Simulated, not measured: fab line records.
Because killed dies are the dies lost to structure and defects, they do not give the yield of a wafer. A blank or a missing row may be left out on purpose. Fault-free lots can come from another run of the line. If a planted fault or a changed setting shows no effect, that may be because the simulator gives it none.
Chamber matching || flow sky130 || 4 sister chambers for SKY_VIA4_ETCH_12 on rie_diel-02
The step etches SiO2 in C4F8/O2/Ar, stops on TiN, target depth 580 nm. 14 wafers are shown with their chamber, then 7 later ones without.

WAFERS WITH THEIR CHAMBER
{"wafer": "L083.1", "chamber": 3, "oes_product_au (a.u.)": 0.931}
{"wafer": "L083.5", "chamber": 2, "oes_product_au (a.u.)": 0.923}
{"wafer": "L083.6", "chamber": 3, "oes_product_au (a.u.)": 0.919}
{"wafer": "L085.2", "chamber": 2, "oes_product_au (a.u.)": 0.918}
{"wafer": "L085.3", "chamber": 3, "oes_product_au (a.u.)": 0.921}
{"wafer": "L085.5", "chamber": 1, "oes_product_au (a.u.)": 0.922}
{"wafer": "L086.1", "chamber": 0, "oes_product_au (a.u.)": 0.933}
{"wafer": "L086.5", "chamber": 2, "oes_product_au (a.u.)": 0.932}
{"wafer": "L086.6", "chamber": 1, "oes_product_au (a.u.)": 0.931}
{"wafer": "L087.2", "chamber": 2, "oes_product_au (a.u.)": 0.935}
{"wafer": "L087.4", "chamber": 3, "oes_product_au (a.u.)": 0.925}
{"wafer": "L087.5", "chamber": 2, "oes_product_au (a.u.)": 0.922}
{"wafer": "L088.3", "chamber": 3, "oes_product_au (a.u.)": 0.930}
{"wafer": "L088.4", "chamber": 0, "oes_product_au (a.u.)": 0.924}

SIGNATURES (averages over the wafers above)
{"reading": "oes_product_au", "chamber 0": 0.92850, "chamber 1": 0.92650, "chamber 2": 0.92600, "chamber 3": 0.92520, "scatter within a chamber": 0.00632}
Rule: for each reading, subtract the chamber's mean from the wafer's reading, divide by that reading's scatter and square the result; add these up over the readings and take the root, which gives the wafer's distance from the chamber. If the next closest chamber is less than 2 further off than the closest, the wafer can't be placed; otherwise it belongs to the closest. The scatter: take each reading less its chamber's mean, square it, sum over the shown wafers, divide by the number of wafers less the number of chambers, and take the root.

WAFERS WHOSE CHAMBER IS MISSING
{"wafer": "L088.5", "oes_product_au (a.u.)": 0.927}
{"wafer": "L094.2", "oes_product_au (a.u.)": 0.920}
{"wafer": "L094.3", "oes_product_au (a.u.)": 0.930}
{"wafer": "L094.5", "oes_product_au (a.u.)": 0.929}
{"wafer": "L095.4", "oes_product_au (a.u.)": 0.927}
{"wafer": "L095.5", "oes_product_au (a.u.)": 0.920}
{"wafer": "L095.6", "oes_product_au (a.u.)": 0.922}

WHICH CHAMBER EACH WENT THROUGH
{"wafer": "L088.5", "from the rows above": "can't be placed: 1 or 2 or 0 or 3", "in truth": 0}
{"wafer": "L094.2", "from the rows above": "can't be placed: 3 or 2 or 1 or 0", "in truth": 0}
{"wafer": "L094.3", "from the rows above": "can't be placed: 0 or 1 or 2 or 3", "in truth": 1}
{"wafer": "L094.5", "from the rows above": "can't be placed: 0 or 1 or 2 or 3", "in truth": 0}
{"wafer": "L095.4", "from the rows above": "can't be placed: 1 or 2 or 0 or 3", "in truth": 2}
{"wafer": "L095.5", "from the rows above": "can't be placed: 3 or 2 or 1 or 0", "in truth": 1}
{"wafer": "L095.6", "from the rows above": "can't be placed: 3 or 2 or 1 or 0", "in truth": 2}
Correct placement for 0 of the 7. From these rows, 7 cannot be placed; in 7 the true chamber is one of the candidates. Number placed wrongly: 0.
